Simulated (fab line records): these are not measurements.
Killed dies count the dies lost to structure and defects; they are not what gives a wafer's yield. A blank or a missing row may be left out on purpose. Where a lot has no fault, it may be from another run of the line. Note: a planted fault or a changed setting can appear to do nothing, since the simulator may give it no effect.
Matching of chambers -- flow sky130 -- 4 sister chambers for SKY_VIA1_CMP_02 on cmp-02
The step polishes SiO2. 8 wafers are shown with their chamber, then 8 later ones without.

WAFERS WITH THEIR CHAMBER
wafer,chamber,motor current A (A),edge zone pressure frac
L734.1,2,12.6,0.997
L734.2,1,11.7,0.996
L736.3,3,12.7,1.008
L736.5,1,12.4,0.999
L737.3,0,12.0,1.003
L737.4,2,12.0,0.994
L737.6,0,12.1,1.004
L739.1,3,13.4,0.995

WAFERS WITH NO CHAMBER GIVEN
wafer,motor current A (A),edge zone pressure frac
L739.4,12.0,0.998
L739.6,11.9,0.999
L740.1,12.4,0.997
L740.2,12.6,1.006
L740.6,13.2,0.985
L752.1,12.5,1.011
L752.2,12.0,0.996
L752.4,13.1,0.999

THE CHAMBER EACH PASSED THROUGH
wafer,from the rows above,in truth
L739.4,can't be placed: 1 or 2 or 0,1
L739.6,can't be placed: 1 or 0 or 2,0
L740.1,can't be placed: 2 or 1 or 0 or 3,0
L740.2,can't be placed: 0 or 3 or 1 or 2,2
L740.6,can't be placed: 2 or 3 or 1 or 0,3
L752.1,can't be placed: 0 or 3 or 1 or 2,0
L752.2,can't be placed: 1 or 2 or 0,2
L752.4,can't be placed: 3 or 2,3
0 of 8 placed correctly. Can't be placed from these rows: 8 (the true chamber is among the candidates in 8). 0 placed wrongly.
How it was worked out, from the rows above alone: a wafer's distance from a chamber is the root of the sum, over the readings, of the square of ((its reading less the chamber's mean) divided by the reading's scatter). The wafer belongs to the nearest chamber; if the next one is less than 2 further off, it can't be placed. For every chamber, the mean is computed from those of its wafers that are shown. The scatter is the square root of a quotient: the sum, over the shown wafers, of each reading's squared deviation from its chamber's mean, divided by wafers minus chambers.
